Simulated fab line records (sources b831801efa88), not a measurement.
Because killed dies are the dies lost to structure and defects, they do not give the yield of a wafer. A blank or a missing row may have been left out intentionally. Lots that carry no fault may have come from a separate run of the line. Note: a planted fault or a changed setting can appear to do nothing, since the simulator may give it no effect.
Struck lot and sound lot, side by side | flow gf180mcu | 43 steps out of a route of 602
Sound: wafers L625.1, L625.3, L625.4. Wafers struck: L643.3, L643.4, L643.5. The cause is named last.
For every step that has rows: the tool of each side, followed by ch and its chambers, followed by its first start. Under that, the readings that differ: sound wafers | struck wafers | difference of the means | sigmas: that difference in standard deviations of wafers without a fault.
alike: readings whose means differ by less than 2 such deviations, and words and numbers that are the same on both sides. not compared: withheld readings, readings that some wafer has no value for, bounds like >300 that may hide the same value, and numbers for which the record gives no deviation and whose values overlap.
The two part at a step that has a row with sigmas, a row that says differs or no value, or rows on one side only. Non-overlapping numbers with no deviation appear without sigmas and do not part them. A reading that every wafer of one side lacks parts them only if that side has two wafers or more.

GF_V1_CMP_04: polishes SiO2.
  sound on cmp-01 ch 0,1,2, day 17 22:13; struck on cmp-02 ch 1,3, day 24 04:30
  alike: motorCurrentA, timeToEndpointS
GF_V1_BOW_MEAS_05:
  sound: filmMetro-01 at day 17 22:31; struck: filmMetro-01 at day 24 04:50
  alike: V1_BOW
then, 8 steps without rows for these wafers: GF_V1_DEHYDRATE_06 (time 60 s); GF_V1_HMDS_07 (prime time 60 s); GF_V1_COAT_08; GF_V1_COAT_09 (resist thk 1000 nm); GF_V1_SOFTBAKE_10 (time 60 s); GF_V1_EXPOSE_11 (exposes mask Via1, target cd 260 nm); GF_V1_PEB_12 (peb time 90 s); GF_V1_DEVELOP_13 (develop time 60 s).
GF_V1_CD_MEAS_14 targets a cd of 260 nm.
  sound: cdSem-02 at day 18 22:43; struck: cdSem-02 at day 25 03:38
  alike: cdNm
GF_V1_OVL_MEAS_15:
  sound: overlay-01 at day 18 22:50; struck: overlay-02 at day 25 03:44
  alike: V1_OVL
GF_V1_ETCH_16: etches BARC in N2/H2.
  sound on rieDiel-04 ch 0,1,3, day 18 22:53; struck on rieDiel-04 ch 0,1,2, day 25 03:46
  alike: chamberPressureMTorr, drypumpMotorCurrentA, oesProductAu, throttleValvePct
GF_V1_ETCH_17: etches SiO2 in C4F8/O2/Ar, stops on TiN, target depth 630 nm.
  sound on rieDiel-04 ch 0,1,3; struck on rieDiel-04 ch 0,1,2
  alike: chamberPressureMTorr, oesProductAu
GF_V1_STRIP_18: strips in O2/N2.
  sound on plasmaAsher-03 ch 0,1, day 18 23:01; struck on plasmaAsher-02 ch 0,1, day 25 03:55
  alike: chamberPressureMTorr, drypumpMotorCurrentA, heaterPowerW, oesProductAu
  not compared: rfHoursCounterH
then, 3 steps without rows for these wafers: GF_V1_STRIP_19 (strips in post etch residue remover, time 1200 s); GF_V1_CLEAN_20 (cleans in DIW); GF_V1_SPUTTER_21 (material Ti, target thk 15 nm, time 80.02 s).
GF_V1_SPUTTER_22: material TiN, target thk 10 nm, time 40 s.
  sound: pvdSputter-03 at day 18 23:42; struck: pvdSputter-01 at day 25 04:29
  alike: throttleValvePct
then, 1 step without rows for these wafers: GF_V1_CVD_23 (deposits W, target thk 350 nm, time 105.05 s).
GF_V1_RS_MEAS_24: a four-point-probe measurement.
  sound: filmMetro-01 at day 18 23:51; struck: filmMetro-04 at day 25 04:41
  alike: V1_W_RS
GF_V1_THK_MEAS_25: measures by xrf.
  sound: filmMetro-01 at day 18 23:58; struck: filmMetro-04 at day 25 04:47
reading       | sound       | struck      | difference | sigmas
V1_W_THK (nm) | 352 353 356 | 343 345 345 | -9         | -2
then, 2 steps without rows for these wafers: GF_V1_CMP_26 (polishes, stops on SiO2, t overpolish 15 s, target thk 0 nm); GF_M2_SPUTTER_00 (material Ti, target thk 37.5 nm, time 150 s).
GF_M2_SPUTTER_01: material TiN, target thk 30 nm, time 25 s.
  sound: pvdSputter-02 at day 19 00:26; struck: pvdSputter-03 at day 25 05:13
  alike: throttleValvePct
then, 3 steps without rows for these wafers: GF_M2_SPUTTER_02 (material AlCu, target thk 450 nm, time 23.9 s); GF_M2_SPUTTER_03 (material Ti, target thk 10 nm, time 6.7 s); GF_M2_SPUTTER_04 (material TiN, target thk 50 nm, time 41.7 s).
GF_M2_RS_MEAS_05: a four-point-probe measurement.
  sound: filmMetro-01 at day 19 00:33; struck: filmMetro-01 at day 25 05:23
  alike: M2_ALCU_RS
GF_M2_THK_MEAS_06: measures by xrf.
  sound: filmMetro-01 at day 19 00:40; struck: filmMetro-01 at day 25 05:29
reading          | sound       | struck      | difference | sigmas
M2_ALCU_THK (nm) | 449 449 445 | 462 459 458 | +12        | +2
then, 7 steps without rows for these wafers: GF_M2_DEHYDRATE_07 (time 60 s); GF_M2_HMDS_08 (prime time 60 s); GF_M2_COAT_09 (resist thk 1000 nm); GF_M2_SOFTBAKE_10 (time 60 s); GF_M2_EXPOSE_11 (exposes mask Metal2, target cd 280 nm); GF_M2_PEB_12 (peb time 90 s); GF_M2_DEVELOP_13 (develop time 60 s).
GF_M2_CD_MEAS_14 targets a cd of 280 nm.
  sound: cdSem-01 at day 19 23:16; struck: cdSem-02 at day 26 02:35
reading   | sound             | struck            | difference | sigmas
cdNm (nm) | 279.4 281.2 280.5 | 277.6 277.7 277.2 | -2.9       | -2
GF_M2_OVL_MEAS_15:
  sound: overlay-02 at day 19 23:23; struck: overlay-01 at day 26 02:40
  alike: M2_OVL
then, 3 steps without rows for these wafers: GF_M2_METAL_ETCH_16 (etches the open film in Cl2/BCl3, stops on SiO2, target depth 750.8 nm, time 125.1 s); GF_M2_STRIP_17 (strips in O2/N2); GF_M2_STRIP_18 (strips in post etch residue remover, time 1200 s).
-- the record jumps here: 8 days lie between the struck wafers' starts before and after (it left off in module M2 and takes up again in module PASSIVATION, whose first step shown is number 602 of the route) --
GF_PASSIVATION_PROBE_99:
  rows exist in the record for the struck wafers here (prober-02, day 34 05:11), but not for the sound ones

== WHERE THEY PART ==
First at GF_V1_THK_MEAS_25; last, within this record, at GF_PASSIVATION_PROBE_99.

WHY: whatever the simulator had introduced
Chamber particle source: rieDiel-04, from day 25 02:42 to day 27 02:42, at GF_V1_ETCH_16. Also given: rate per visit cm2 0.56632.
